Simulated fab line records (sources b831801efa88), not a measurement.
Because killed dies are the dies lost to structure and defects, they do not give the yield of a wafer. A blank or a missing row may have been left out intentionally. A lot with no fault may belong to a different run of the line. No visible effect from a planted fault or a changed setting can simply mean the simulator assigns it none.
Matching of chambers || flow sky130 || 4 sister chambers for SKY_POLY_CUT_ETCH_10 on rie-diel-01
The step etches BARC in N2/H2, stops on SiO2, time 45.9 s, target depth 60 nm. 4 wafers are shown with their chamber, then 7 later ones without.

## WAFERS WITH THEIR CHAMBER
{"wafer": "L501.3", "chamber": 2, "drypump-motor-current-A (A)": 6.2}
{"wafer": "L502.6", "chamber": 3, "drypump-motor-current-A (A)": 5.0}
{"wafer": "L508.2", "chamber": 0, "drypump-motor-current-A (A)": 5.4}
{"wafer": "L508.3", "chamber": 1, "drypump-motor-current-A (A)": 5.3}

## WAFERS WITH NO CHAMBER GIVEN
{"wafer": "L508.6", "drypump-motor-current-A (A)": 5.4}
{"wafer": "L512.1", "drypump-motor-current-A (A)": 5.5}
{"wafer": "L512.5", "drypump-motor-current-A (A)": 4.9}
{"wafer": "L512.6", "drypump-motor-current-A (A)": 5.4}
{"wafer": "L513.3", "drypump-motor-current-A (A)": 5.4}
{"wafer": "L513.5", "drypump-motor-current-A (A)": 5.4}
{"wafer": "L513.6", "drypump-motor-current-A (A)": 5.3}

## WHICH CHAMBER EACH WENT THROUGH
{"wafer": "L508.6", "from the rows above": "can't be placed: 0 or 1", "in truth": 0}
{"wafer": "L512.1", "from the rows above": "can't be placed: 0 or 1", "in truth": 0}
{"wafer": "L512.5", "from the rows above": 3, "in truth": 3}
{"wafer": "L512.6", "from the rows above": "can't be placed: 0 or 1", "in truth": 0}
{"wafer": "L513.3", "from the rows above": "can't be placed: 0 or 1", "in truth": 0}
{"wafer": "L513.5", "from the rows above": "can't be placed: 0 or 1", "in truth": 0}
{"wafer": "L513.6", "from the rows above": "can't be placed: 1 or 0", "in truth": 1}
Placed correctly: 1 of 7. These rows do not allow placing 6 (true chamber among the candidates in 6). Placed wrongly: 0.
How it was worked out, from the rows above alone: a wafer's distance from a chamber is the root of the sum, over the readings, of the square of ((its reading less the chamber's mean) divided by the reading's scatter). The wafer belongs to the nearest chamber; if the next one is less than 2 further off, it can't be placed. The mean given for a chamber averages the wafers shown for that chamber. The scatter: root of mean squared gap, hidden wafer to nearest shown wafer, with one shown wafer a chamber.
